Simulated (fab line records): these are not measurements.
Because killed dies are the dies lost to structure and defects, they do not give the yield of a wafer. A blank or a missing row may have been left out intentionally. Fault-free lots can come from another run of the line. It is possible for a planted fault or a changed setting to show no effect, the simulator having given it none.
A sampling plan put to the test + flow sky130 + one fab line, 49 faults that these records tell of, each judged on the records of the lots that it struck
The plan is the line's own looks: the steps of the route at which a gauge or an inspection reads the wafer and doesn't change it. Where struck wafers have a number at a look and the file lists that look's usual mean and standard deviation on fault-free wafers, the look can be judged. Caught: 4 or more of those standard deviations (sigma) separate the usual mean from the mean of the struck wafers at a look after the fault's first step. On the tool: the identical test, applied to the tool's own readings at the steps of the fault. It also counts as caught if the struck wafers ran another recipe or if their record alone is blank.

THE FAULTS, as the simulator had put them in
1. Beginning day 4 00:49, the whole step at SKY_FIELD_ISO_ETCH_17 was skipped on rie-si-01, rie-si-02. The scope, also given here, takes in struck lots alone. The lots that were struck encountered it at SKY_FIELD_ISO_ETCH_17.
2. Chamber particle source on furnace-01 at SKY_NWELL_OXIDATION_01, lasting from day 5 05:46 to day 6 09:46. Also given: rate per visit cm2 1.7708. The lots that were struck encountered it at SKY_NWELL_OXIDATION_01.
3. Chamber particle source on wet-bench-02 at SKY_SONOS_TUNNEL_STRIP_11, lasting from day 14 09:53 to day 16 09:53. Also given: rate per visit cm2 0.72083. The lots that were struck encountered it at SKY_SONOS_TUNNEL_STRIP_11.
4. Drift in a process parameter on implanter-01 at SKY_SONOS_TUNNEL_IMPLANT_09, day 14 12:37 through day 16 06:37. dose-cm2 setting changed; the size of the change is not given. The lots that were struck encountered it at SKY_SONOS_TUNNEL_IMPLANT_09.
5. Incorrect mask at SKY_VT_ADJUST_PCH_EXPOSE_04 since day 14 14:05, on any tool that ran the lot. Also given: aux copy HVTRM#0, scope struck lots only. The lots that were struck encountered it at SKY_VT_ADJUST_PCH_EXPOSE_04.
6. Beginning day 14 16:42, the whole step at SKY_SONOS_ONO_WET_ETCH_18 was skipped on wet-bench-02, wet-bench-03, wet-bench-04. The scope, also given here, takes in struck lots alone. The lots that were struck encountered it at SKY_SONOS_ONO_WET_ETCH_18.
7. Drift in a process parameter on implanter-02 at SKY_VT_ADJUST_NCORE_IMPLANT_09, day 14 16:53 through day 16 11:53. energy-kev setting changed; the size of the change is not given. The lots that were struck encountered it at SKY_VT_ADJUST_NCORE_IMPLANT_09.
8. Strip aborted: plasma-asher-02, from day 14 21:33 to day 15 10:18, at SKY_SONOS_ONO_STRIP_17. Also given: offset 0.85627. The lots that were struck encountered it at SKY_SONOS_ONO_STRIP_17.
9. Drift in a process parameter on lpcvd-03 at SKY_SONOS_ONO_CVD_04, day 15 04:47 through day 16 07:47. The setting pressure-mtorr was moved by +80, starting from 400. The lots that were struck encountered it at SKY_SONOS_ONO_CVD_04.
10. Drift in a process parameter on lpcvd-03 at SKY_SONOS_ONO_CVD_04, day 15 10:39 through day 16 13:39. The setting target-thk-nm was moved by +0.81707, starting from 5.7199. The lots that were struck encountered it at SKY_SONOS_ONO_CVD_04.
11. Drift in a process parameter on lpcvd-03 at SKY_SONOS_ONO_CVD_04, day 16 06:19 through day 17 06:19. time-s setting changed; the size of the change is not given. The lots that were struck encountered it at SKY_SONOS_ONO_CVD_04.
12. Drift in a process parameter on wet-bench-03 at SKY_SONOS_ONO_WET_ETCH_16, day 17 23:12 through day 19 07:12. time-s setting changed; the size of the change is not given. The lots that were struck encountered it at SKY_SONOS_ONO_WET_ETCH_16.
13. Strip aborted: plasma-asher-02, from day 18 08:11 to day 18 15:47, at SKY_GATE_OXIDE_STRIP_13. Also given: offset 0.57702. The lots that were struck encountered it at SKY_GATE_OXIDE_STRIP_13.
14. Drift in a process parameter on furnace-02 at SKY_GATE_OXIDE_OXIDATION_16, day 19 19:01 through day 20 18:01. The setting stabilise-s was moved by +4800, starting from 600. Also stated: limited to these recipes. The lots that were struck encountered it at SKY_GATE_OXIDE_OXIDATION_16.
15. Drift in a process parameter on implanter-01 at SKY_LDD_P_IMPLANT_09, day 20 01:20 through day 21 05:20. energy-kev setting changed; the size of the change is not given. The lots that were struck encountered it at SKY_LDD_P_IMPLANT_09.
16. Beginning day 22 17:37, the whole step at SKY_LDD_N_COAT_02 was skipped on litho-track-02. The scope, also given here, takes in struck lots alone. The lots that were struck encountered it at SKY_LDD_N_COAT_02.
17. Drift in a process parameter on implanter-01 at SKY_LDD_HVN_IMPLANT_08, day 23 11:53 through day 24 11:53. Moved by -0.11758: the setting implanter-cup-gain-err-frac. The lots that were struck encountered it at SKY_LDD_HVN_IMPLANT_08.
18. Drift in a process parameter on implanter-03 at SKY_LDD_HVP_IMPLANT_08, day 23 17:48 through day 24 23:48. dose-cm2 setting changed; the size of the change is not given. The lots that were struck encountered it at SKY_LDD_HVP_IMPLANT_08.
19. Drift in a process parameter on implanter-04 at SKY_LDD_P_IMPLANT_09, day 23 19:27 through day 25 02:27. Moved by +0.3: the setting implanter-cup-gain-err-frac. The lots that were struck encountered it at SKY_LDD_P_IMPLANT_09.
20. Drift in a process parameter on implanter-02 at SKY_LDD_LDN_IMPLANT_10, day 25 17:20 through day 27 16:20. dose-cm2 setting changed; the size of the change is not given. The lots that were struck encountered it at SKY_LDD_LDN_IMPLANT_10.
21. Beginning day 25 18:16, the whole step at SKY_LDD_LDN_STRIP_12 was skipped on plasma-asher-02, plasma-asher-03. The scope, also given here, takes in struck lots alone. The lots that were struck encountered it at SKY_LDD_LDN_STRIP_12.
22. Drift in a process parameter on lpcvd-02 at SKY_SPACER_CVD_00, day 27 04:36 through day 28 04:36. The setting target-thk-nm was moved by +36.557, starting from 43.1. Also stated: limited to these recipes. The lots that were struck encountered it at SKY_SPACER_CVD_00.
23. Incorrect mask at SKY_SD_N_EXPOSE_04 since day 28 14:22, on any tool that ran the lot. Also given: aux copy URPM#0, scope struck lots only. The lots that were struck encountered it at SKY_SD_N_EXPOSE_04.
24. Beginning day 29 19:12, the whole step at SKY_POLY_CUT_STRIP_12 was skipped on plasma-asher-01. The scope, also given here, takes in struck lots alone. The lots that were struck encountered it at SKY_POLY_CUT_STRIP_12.
25. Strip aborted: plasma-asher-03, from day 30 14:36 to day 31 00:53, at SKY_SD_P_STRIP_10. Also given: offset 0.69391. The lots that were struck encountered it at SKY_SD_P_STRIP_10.
26. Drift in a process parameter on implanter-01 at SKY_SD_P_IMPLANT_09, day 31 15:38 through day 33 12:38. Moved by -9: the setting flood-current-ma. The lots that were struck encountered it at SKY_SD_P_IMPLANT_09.
27. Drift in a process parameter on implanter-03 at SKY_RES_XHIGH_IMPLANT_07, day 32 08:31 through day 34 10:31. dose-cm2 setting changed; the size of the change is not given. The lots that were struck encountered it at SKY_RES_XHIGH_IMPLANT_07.
28. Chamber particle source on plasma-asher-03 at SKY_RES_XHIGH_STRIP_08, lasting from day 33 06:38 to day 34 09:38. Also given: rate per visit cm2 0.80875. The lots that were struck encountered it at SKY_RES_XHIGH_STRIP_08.
29. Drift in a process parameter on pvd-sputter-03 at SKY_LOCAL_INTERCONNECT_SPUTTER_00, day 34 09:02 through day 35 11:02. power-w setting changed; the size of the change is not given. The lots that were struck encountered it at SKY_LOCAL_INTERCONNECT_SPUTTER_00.
30. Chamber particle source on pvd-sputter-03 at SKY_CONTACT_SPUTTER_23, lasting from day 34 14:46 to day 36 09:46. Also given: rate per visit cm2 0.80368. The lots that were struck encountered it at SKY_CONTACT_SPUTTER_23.
31. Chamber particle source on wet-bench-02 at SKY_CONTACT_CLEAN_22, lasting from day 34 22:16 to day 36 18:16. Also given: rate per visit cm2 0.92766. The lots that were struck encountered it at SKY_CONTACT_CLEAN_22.
32. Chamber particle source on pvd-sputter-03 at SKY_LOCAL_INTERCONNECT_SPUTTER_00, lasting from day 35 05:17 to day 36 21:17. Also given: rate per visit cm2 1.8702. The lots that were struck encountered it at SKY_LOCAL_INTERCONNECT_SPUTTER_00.
33. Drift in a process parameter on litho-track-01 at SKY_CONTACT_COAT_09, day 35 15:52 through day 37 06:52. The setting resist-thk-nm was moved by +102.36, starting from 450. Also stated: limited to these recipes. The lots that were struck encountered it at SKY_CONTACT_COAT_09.
34. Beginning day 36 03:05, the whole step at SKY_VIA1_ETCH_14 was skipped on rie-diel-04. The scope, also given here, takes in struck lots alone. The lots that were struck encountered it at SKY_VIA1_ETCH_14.
35. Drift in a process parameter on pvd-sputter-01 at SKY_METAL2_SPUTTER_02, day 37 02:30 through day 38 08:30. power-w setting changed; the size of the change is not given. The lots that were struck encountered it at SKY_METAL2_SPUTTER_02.
36. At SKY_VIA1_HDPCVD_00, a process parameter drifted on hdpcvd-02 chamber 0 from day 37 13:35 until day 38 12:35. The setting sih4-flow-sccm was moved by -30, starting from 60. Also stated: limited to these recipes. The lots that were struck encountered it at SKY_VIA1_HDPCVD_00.
37. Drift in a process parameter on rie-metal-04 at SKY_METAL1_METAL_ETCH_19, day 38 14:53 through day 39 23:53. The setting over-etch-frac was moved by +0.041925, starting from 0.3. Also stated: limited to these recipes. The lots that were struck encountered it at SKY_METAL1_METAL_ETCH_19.
38. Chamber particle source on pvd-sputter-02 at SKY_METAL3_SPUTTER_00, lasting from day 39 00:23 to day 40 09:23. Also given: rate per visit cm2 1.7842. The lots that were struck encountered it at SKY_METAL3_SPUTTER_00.
39. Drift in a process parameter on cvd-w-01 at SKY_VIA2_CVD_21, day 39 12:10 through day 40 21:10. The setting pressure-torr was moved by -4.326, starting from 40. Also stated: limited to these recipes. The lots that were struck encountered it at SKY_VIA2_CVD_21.
40. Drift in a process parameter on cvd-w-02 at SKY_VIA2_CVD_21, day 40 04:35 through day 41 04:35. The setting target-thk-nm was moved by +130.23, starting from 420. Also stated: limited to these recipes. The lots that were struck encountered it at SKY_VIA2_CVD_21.
41. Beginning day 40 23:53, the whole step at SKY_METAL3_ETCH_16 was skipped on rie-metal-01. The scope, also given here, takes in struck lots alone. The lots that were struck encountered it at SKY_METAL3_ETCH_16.
42. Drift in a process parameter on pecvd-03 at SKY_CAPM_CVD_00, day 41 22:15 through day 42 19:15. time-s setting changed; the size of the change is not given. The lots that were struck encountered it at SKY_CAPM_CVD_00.
43. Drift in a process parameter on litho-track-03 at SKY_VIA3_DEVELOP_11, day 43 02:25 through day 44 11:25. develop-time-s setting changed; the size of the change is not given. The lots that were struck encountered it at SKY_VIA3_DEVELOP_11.
44. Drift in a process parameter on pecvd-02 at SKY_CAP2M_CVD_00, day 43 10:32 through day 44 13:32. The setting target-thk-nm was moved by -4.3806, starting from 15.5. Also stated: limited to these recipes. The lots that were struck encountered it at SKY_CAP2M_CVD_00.
45. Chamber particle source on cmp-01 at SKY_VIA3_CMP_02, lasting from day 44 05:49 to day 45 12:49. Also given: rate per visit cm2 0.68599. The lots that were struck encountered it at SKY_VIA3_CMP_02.
46. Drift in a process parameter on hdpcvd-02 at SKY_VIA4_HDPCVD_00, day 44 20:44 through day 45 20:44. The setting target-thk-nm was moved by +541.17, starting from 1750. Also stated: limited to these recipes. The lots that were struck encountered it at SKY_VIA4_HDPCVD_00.
47. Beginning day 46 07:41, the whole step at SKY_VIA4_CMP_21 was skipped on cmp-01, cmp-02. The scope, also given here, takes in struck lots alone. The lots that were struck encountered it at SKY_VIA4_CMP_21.
48. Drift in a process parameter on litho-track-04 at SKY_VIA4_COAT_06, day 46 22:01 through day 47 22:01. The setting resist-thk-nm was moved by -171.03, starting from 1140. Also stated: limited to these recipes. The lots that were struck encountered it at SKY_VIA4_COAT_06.
49. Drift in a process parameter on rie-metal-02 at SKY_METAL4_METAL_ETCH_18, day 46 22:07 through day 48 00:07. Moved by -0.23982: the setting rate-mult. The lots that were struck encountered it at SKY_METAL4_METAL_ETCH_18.

WHAT THE PLAN SAW
| fault | on the tool itself                               | first look that catches it                      | reading, sigma                                    | median hours from its first step to that look | hours from the fault's start to the first struck lot there | judged looks passed uncaught |
|-------|--------------------------------------------------|-------------------------------------------------|---------------------------------------------------|-----------------------------------------------|------------------------------------------------------------|------------------------------|
| 1     | the tool's record is blank for the struck wafers | no look after it can be judged                  | -                                                 | -                                             | -                                                          | 0                            |
| 2     | under 2 sigma                                    | none of the 4 looks that can be judged after it | -                                                 | -                                             | -                                                          | 4                            |
| 3     | no reading that can be judged                    | not the one look that can be judged after it    | -                                                 | -                                             | -                                                          | 1                            |
| 4     | dose-ions-cm2 +99 or beyond sigma                | SKY_SONOS_TUNNEL_TW_MEAS_12                     | SONOS_TUNNEL_TW +24                               | 0.4                                           | 7                                                          | 0                            |
| 5     | no reading that can be judged                    | SKY_VT_ADJUST_PCH_TW_MEAS_10                    | VT_ADJUST_PCH_TW -99 or beyond                    | 13.8                                          | 15                                                         | 0                            |
| 6     | the tool's record is blank for the struck wafers | no look after it can be judged                  | -                                                 | -                                             | -                                                          | 0                            |
| 7     | beam-energy-keV +99 or beyond sigma              | SKY_VT_ADJUST_NCORE_TW_MEAS_11                  | VT_ADJUST_NCORE_TW +9.2                           | 0.2                                           | 3                                                          | 0                            |
| 8     | oes-product-au +35 sigma                         | no look after it can be judged                  | -                                                 | -                                             | -                                                          | 0                            |
| 9     | pressure-mtorr +92 sigma                         | SKY_SONOS_ONO_THK_MEAS_05                       | SONOS_ONO_CVD_04_THK +7.2                         | 1.3                                           | 5                                                          | 0                            |
| 10    | under 2 sigma                                    | SKY_SONOS_ONO_THK_MEAS_05                       | SONOS_ONO_CVD_04_THK +9.1                         | 1.2                                           | 3                                                          | 0                            |
| 11    | under 2 sigma                                    | SKY_SONOS_ONO_THK_MEAS_05                       | SONOS_ONO_CVD_04_THK -4.8                         | 1.2                                           | 6                                                          | 0                            |
| 12    | run-length-s +79 sigma                           | no look after it can be judged                  | -                                                 | -                                             | -                                                          | 0                            |
| 13    | oes-product-au +51 sigma                         | no look after it can be judged                  | -                                                 | -                                             | -                                                          | 0                            |
| 14    | under 2 sigma                                    | no look after it can be judged                  | -                                                 | -                                             | -                                                          | 0                            |
| 15    | beam-energy-keV +99 or beyond sigma              | SKY_LDD_P_TW_MEAS_11                            | LDD_P_TW +4.1                                     | 0.2                                           | 0                                                          | 0                            |
| 16    | the tool's record is blank for the struck wafers | SKY_LDD_P_TW_MEAS_11                            | LDD_P_TW +99 or beyond                            | 47.2                                          | 49                                                         | 0                            |
| 17    | beam-on-s +7.0 sigma                             | SKY_LDD_HVN_TW_MEAS_10                          | LDD_HVN_TW +9.3                                   | 0.2                                           | 12                                                         | 0                            |
| 18    | dose-ions-cm2 -99 or beyond sigma                | SKY_LDD_HVP_TW_MEAS_10                          | LDD_HVP_TW -6.6                                   | 0.2                                           | 13                                                         | 0                            |
| 19    | faraday-current-uA +15 sigma                     | SKY_LDD_P_TW_MEAS_11                            | LDD_P_TW -13                                      | 0.2                                           | 6                                                          | 0                            |
| 20    | dose-ions-cm2 +99 or beyond sigma                | SKY_LDD_LDN_TW_MEAS_13                          | LDD_LDN_TW +11                                    | 0.4                                           | 17                                                         | 0                            |
| 21    | the tool's record is blank for the struck wafers | no look after it can be judged                  | -                                                 | -                                             | -                                                          | 0                            |
| 22    | under 2 sigma                                    | SKY_SPACER_THK_MEAS_01                          | SPACER_CVD_00_THK +84                             | 1.2                                           | 4                                                          | 0                            |
| 23    | no reading that can be judged                    | SKY_SD_N_TW_MEAS_12                             | SD_N_TW -99 or beyond                             | 14.7                                          | 20                                                         | 0                            |
| 24    | the tool's record is blank for the struck wafers | no look after it can be judged                  | -                                                 | -                                             | -                                                          | 0                            |
| 25    | under 2 sigma                                    | SKY_RES_XHIGH_TW_MEAS_09                        | RES_XHIGH_TW -99 or beyond                        | 27.9                                          | 38                                                         | 0                            |
| 26    | no reading that can be judged                    | none of the 6 looks that can be judged after it | -                                                 | -                                             | -                                                          | 6                            |
| 27    | dose-ions-cm2 -99 or beyond sigma                | SKY_RES_XHIGH_TW_MEAS_09                        | RES_XHIGH_TW -26                                  | 0.2                                           | 4                                                          | 0                            |
| 28    | under 2 sigma                                    | no look after it can be judged                  | -                                                 | -                                             | -                                                          | 0                            |
| 29    | cathode-dc-power-W -99 or beyond sigma           | none of the 4 looks that can be judged after it | -                                                 | -                                             | -                                                          | 4                            |
| 30    | under 2 sigma                                    | no look after it can be judged                  | -                                                 | -                                             | -                                                          | 0                            |
| 31    | no reading that can be judged                    | none of the 2 looks that can be judged after it | -                                                 | -                                             | -                                                          | 2                            |
| 32    | under 2 sigma                                    | none of the 2 looks that can be judged after it | -                                                 | -                                             | -                                                          | 2                            |
| 33    | under 2 sigma                                    | none of the 2 looks that can be judged after it | strongest: cd-nm at SKY_CONTACT_CD_MEAS_14, -3.3  | -                                             | -                                                          | 2                            |
| 34    | the tool's record is blank for the struck wafers | no look after it can be judged                  | -                                                 | -                                             | -                                                          | 0                            |
| 35    | cathode-dc-power-W -99 or beyond sigma           | SKY_METAL2_RS_MEAS_05                           | METAL2_ALCU_RS +4.3                               | 0.1                                           | 1                                                          | 0                            |
| 36    | sih4-flow-sccm -99 or beyond sigma               | SKY_VIA1_THK_MEAS_01                            | VIA1_HDPCVD_THK -38                               | 0.1                                           | 9                                                          | 0                            |
| 37    | only faintly: oes-product-au -2.3 sigma          | no look after it can be judged                  | -                                                 | -                                             | -                                                          | 0                            |
| 38    | under 2 sigma                                    | not the one look that can be judged after it    | -                                                 | -                                             | -                                                          | 1                            |
| 39    | chamber-pressure-Torr -51 sigma                  | none of the 2 looks that can be judged after it | strongest: VIA2_W_RS at SKY_VIA2_RS_MEAS_22, +3.4 | -                                             | -                                                          | 2                            |
| 40    | under 2 sigma                                    | SKY_VIA2_RS_MEAS_22                             | VIA2_W_RS -12                                     | 0.1                                           | 7                                                          | 0                            |
| 41    | the tool's record is blank for the struck wafers | no look after it can be judged                  | -                                                 | -                                             | -                                                          | 0                            |
| 42    | under 2 sigma                                    | SKY_CAPM_THK_MEAS_01                            | CAPM_CVD_00_THK +10                               | 0.0                                           | 3                                                          | 0                            |
| 43    | no reading that can be judged                    | SKY_VIA3_CD_MEAS_12                             | cd-nm -4.5                                        | 0.8                                           | 2                                                          | 0                            |
| 44    | under 2 sigma                                    | SKY_CAP2M_THK_MEAS_01                           | CAP2M_CVD_00_THK -16                              | 0.0                                           | 4                                                          | 0                            |
| 45    | under 2 sigma                                    | not the one look that can be judged after it    | -                                                 | -                                             | -                                                          | 1                            |
| 46    | under 2 sigma                                    | SKY_VIA4_THK_MEAS_01                            | VIA4_HDPCVD_THK +24                               | 0.2                                           | 8                                                          | 0                            |
| 47    | no reading that can be judged                    | no look after it can be judged                  | -                                                 | -                                             | -                                                          | 0                            |
| 48    | under 2 sigma                                    | no look after it can be judged                  | -                                                 | -                                             | -                                                          | 0                            |
| 49    | only faintly: oes-product-au -3.1 sigma          | no look after it can be judged                  | -                                                 | -                                             | -                                                          | 0                            |
A dash: the fault isn't caught, or these records don't give the number.

Caught at a look: 23 of 49. Caught on the tool: 23 of 49. By one or the other: 34 of 49.
On the tool alone, faults 1, 6, 8, 12, 13, 21, 24, 29, 34, 39, 41 were caught.
Caught at a look alone: faults 5, 10, 11, 22, 23, 25, 40, 42, 43, 44, 46.
Caught by neither: faults 2, 3, 14, 26, 28, 30, 31, 32, 33, 37, 38, 45, 47, 48, 49.

THINNER SAMPLING
If the look that catches a fault measured only every second or every third lot, by lot number, the first struck lot would be measured this late in the worst case:
| fault | struck lots at that look, in order of time | every lot | every second lot | every third lot |
|-------|--------------------------------------------|-----------|------------------|-----------------|
| 4     | L633, L634                                 | 7 h       | 17 h             | may miss all 2  |
| 5     | L831                                       | 15 h      | may miss it      | may miss it     |
| 7     | L394, L395                                 | 3 h       | 11 h             | may miss all 2  |
| 9     | L998, L999, L100                           | 5 h       | 9 h              | 22 h            |
| 10    | L138, L139, L140                           | 3 h       | 16 h             | 26 h            |
| 11    | L683, L684, L685                           | 6 h       | 8 h              | 15 h            |
| 15    | L729, L730                                 | 0 h       | 0 h              | may miss all 2  |
| 16    | L862, L863                                 | 49 h      | 54 h             | may miss all 2  |
| 17    | L242, L243                                 | 12 h      | 19 h             | may miss all 2  |
| 18    | L130, L131                                 | 13 h      | 24 h             | may miss all 2  |
| 19    | L468, L470                                 | 6 h       | may miss all 2   | may miss all 2  |
| 20    | L511, L512                                 | 17 h      | 26 h             | may miss all 2  |
| 22    | L823, L824                                 | 4 h       | 14 h             | may miss all 2  |
| 23    | L511                                       | 20 h      | may miss it      | may miss it     |
| 25    | L387                                       | 38 h      | may miss it      | may miss it     |
| 27    | L863, L866                                 | 4 h       | 27 h             | may miss all 2  |
| 35    | L915, L918                                 | 1 h       | 21 h             | may miss all 2  |
| 36    | L923, L925                                 | 9 h       | may miss all 2   | may miss all 2  |
| 40    | L796, L797                                 | 7 h       | 19 h             | may miss all 2  |
| 42    | L532, L533                                 | 3 h       | 12 h             | may miss all 2  |
| 43    | L529, L531, L533                           | 2 h       | may miss all 3   | 29 h            |
| 44    | L884, L886                                 | 4 h       | may miss all 2   | may miss all 2  |
| 46    | L519, L520                                 | 8 h       | 16 h             | may miss all 2  |
The hour figures run from when the fault began to the first measured lot among those it struck. Since the struck wafers were tested as one group against 4 sigma, a single lot by itself may lie under the limit. Other struck lots may not be in these records.

THE LONGEST TIMED WAY FROM STEP TO LOOK
In fault 16, a median of 47.2 hours elapses between SKY_LDD_N_COAT_02 and SKY_LDD_P_TW_MEAS_11. No look between them can be judged.
